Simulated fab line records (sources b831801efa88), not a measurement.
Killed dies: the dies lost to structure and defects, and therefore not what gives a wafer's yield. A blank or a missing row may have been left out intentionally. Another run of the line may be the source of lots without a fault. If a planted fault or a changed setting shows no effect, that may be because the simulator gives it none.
Which tool was responsible? | flow gf180mcu | 11 lots with 32 wafers sampled at 3 steps, on a route of 602 steps

## WHAT THE GAUGES READ, wafer by wafer
GF_V1_THK_MEAS_03.
lot  | measured     | on            | V1_CVD_02_THK (nm)
L586 | day 18 04:39 | film metro-03 | 846 843 859
L587 | day 18 09:55 | film metro-03 | 842 850 853
L590 | day 18 19:39 | film metro-03 | 860 879 869
L589 | day 18 23:21 | film metro-03 | 850 862 857
L591 | day 19 12:29 | film metro-03 | 849 848 862
L592 | day 19 20:41 | film metro-04 | 845 848 840
L594 | day 20 07:49 | film metro-03 | 838 845 852
L595 | day 21 01:35 | film metro-01 | 838 851 850
L596 | day 21 12:27 | film metro-01 | 866 860 868
L597 | day 21 19:50 | film metro-03 | 836 847 847
L601 | day 23 01:03 | film metro-04 | 842 409

## WHAT TOOL EACH LOT RAN ON (gives the tool, then ch and the chambers of the sampled wafers, and finally the start)
lot  | GF_M1_SPUTTER_01             | GF_V1_CVD_02
L586 | pvd sputter-03, day 17 04:52 | pecvd-02 ch 0,1,2, day 18 04:34
L587 | pvd sputter-03, day 17 08:39 | pecvd-04 ch 0,1, day 18 09:51
L590 | pvd sputter-03, day 17 18:20 | pecvd-04 ch 1,2, day 18 19:34
L589 | pvd sputter-03, day 17 22:26 | pecvd-02 ch 1,2, day 18 23:17
L591 | pvd sputter-04, day 18 10:56 | pecvd-02 ch 0,2, day 19 12:23
L592 | pvd sputter-03, day 18 18:43 | pecvd-01 ch 0,2, day 19 20:35
L594 | pvd sputter-03, day 19 06:28 | pecvd-04 ch 0,1,2, day 20 07:45
L595 | pvd sputter-01, day 19 23:47 | pecvd-04 ch 1,2, day 21 01:28
L596 | pvd sputter-04, day 20 11:35 | pecvd-02 ch 0,1,2, day 21 12:23
L597 | pvd sputter-01, day 20 18:30 | pecvd-01 ch 0,1,2, day 21 19:45
L601 | pvd sputter-01, day 22 00:35 | pecvd-02 ch 1,2, day 23 00:58
- GF_M1_SPUTTER_01: material TiN, target thk 30 nm, time 25 s.
- GF_V1_CVD_02: deposits SiO2 from TEOS, target thk 850 nm, time 94.851 s.

## THE ANSWER, worked out from the rows above alone
Rule: the lots themselves supply what counts as usual. The widest of any qualifying gaps counts: lots, ordered by their means at a reading, are off when they make up no more than a third of the lots, leave a main group of 4 or more, and stand apart from it by 3 or more times the standard deviation of that group's means. If all means in a main group match to the digits the tables above print for the reading, that group is not used. A lot without any number at a reading at which 4 lots or more have one is off too. The other lots that the step has rows for count as sound.
Off: L601, at GF_V1_THK_MEAS_03 (V1_CVD_02_THK). Main group: mean 852 nm, sd 8.5.
A tool fits if, at a process step before that reading, it ran every lot that is off, and no sound lot after the first of them. The gauges at GF_V1_THK_MEAS_03 are tried like those tools. Can't be told from this: 3 tools fit, pvd sputter-01 at GF_M1_SPUTTER_01, pecvd-02 at GF_V1_CVD_02, film metro-04 at GF_V1_THK_MEAS_03.

## WHAT THE SIMULATOR HAD INSERTED
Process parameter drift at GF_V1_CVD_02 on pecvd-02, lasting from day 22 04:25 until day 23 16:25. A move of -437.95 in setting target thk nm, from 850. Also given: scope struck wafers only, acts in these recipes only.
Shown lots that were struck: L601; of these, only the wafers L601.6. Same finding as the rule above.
